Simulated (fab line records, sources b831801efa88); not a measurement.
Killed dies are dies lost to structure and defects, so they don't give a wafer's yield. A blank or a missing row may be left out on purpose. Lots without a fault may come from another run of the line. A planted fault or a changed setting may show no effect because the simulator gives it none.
Which tool did it? | flow sky130 | 6 lots, 18 wafers sampled, at 3 steps of a route of 708

WHAT THE GAUGES READ, wafer by wafer
SKY_VT_ADJUST_NCORE_TW_MEAS_11.
lot  | measured     | on            | VT_ADJUST_NCORE_TW
L263 | day 8 17:37  | film_metro-03 | 219.0 219.6 219.9
L269 | day 10 16:40 | film_metro-03 | 219.2 218.4 219.8
L272 | day 11 16:29 | film_metro-03 | 220.3 218.5 219.8
L274 | day 12 07:28 | film_metro-03 | 219.8 219.6 219.1
L278 | day 13 07:52 | film_metro-01 | 155.2 155.3 156.0
L285 | day 15 15:13 | film_metro-01 | 225.4 223.8 223.8

WHICH TOOL RAN EACH LOT (tool, then ch and the chambers of the sampled wafers, then the start)
lot  | SKY_VT_ADJUST_LVTN_STRIP_20          | SKY_VT_ADJUST_NCORE_IMPLANT_09
L263 | plasma_asher-03 ch 0,1, day 7 20:53  | implanter-02 ch 0, day 8 17:23
L269 | plasma_asher-03 ch 0,1, day 9 17:41  | implanter-01 ch 0, day 10 16:25
L272 | plasma_asher-03 ch 0,1, day 10 16:45 | implanter-03 ch 0, day 11 16:15
L274 | plasma_asher-02 ch 0,1, day 11 07:50 | implanter-01 ch 0, day 12 07:13
L278 | plasma_asher-01 ch 0,1, day 12 05:53 | implanter-03 ch 0, day 13 07:37
L285 | plasma_asher-01 ch 0,1, day 14 12:20 | implanter-01 ch 0, day 15 14:58
- SKY_VT_ADJUST_LVTN_STRIP_20: strips in O2/N2.
- SKY_VT_ADJUST_NCORE_IMPLANT_09

THE ANSWER, worked out from the rows above alone
Rule: what is usual is taken from the lots themselves. Put in order of their means at a reading, lots are off if they are a third of the lots or fewer, leave a main group of 4 or more, and stand apart from it by a gap of 3 or more times the standard deviation of the main group's means; of several such gaps the widest counts. A main group whose means are all the same, to the digits that the tables above print for the reading, isn't used. A lot without any number at a reading at which 4 lots or more have one is off too. The other lots that the step has rows for count as sound.
Off: L278, at SKY_VT_ADJUST_NCORE_TW_MEAS_11 (VT_ADJUST_NCORE_TW). The main group: mean 220.4, standard deviation 2.
A tool fits if, at a process step before that reading, it ran every lot that is off, and no sound lot after the first of them. The gauges at SKY_VT_ADJUST_NCORE_TW_MEAS_11 are tried like those tools. One fits: implanter-03 at SKY_VT_ADJUST_NCORE_IMPLANT_09. Its last sound lot is L272 (day 11 16:15), its first lot that is off L278 (day 13 07:37): a fault that began between those two fits.

WHAT THE SIMULATOR HAD PUT IN
Process parameter drift: implanter-03, from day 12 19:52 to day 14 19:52, at SKY_VT_ADJUST_NCORE_IMPLANT_09. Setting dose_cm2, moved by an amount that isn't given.
Lots struck among those shown: L278. The rule above found the same.
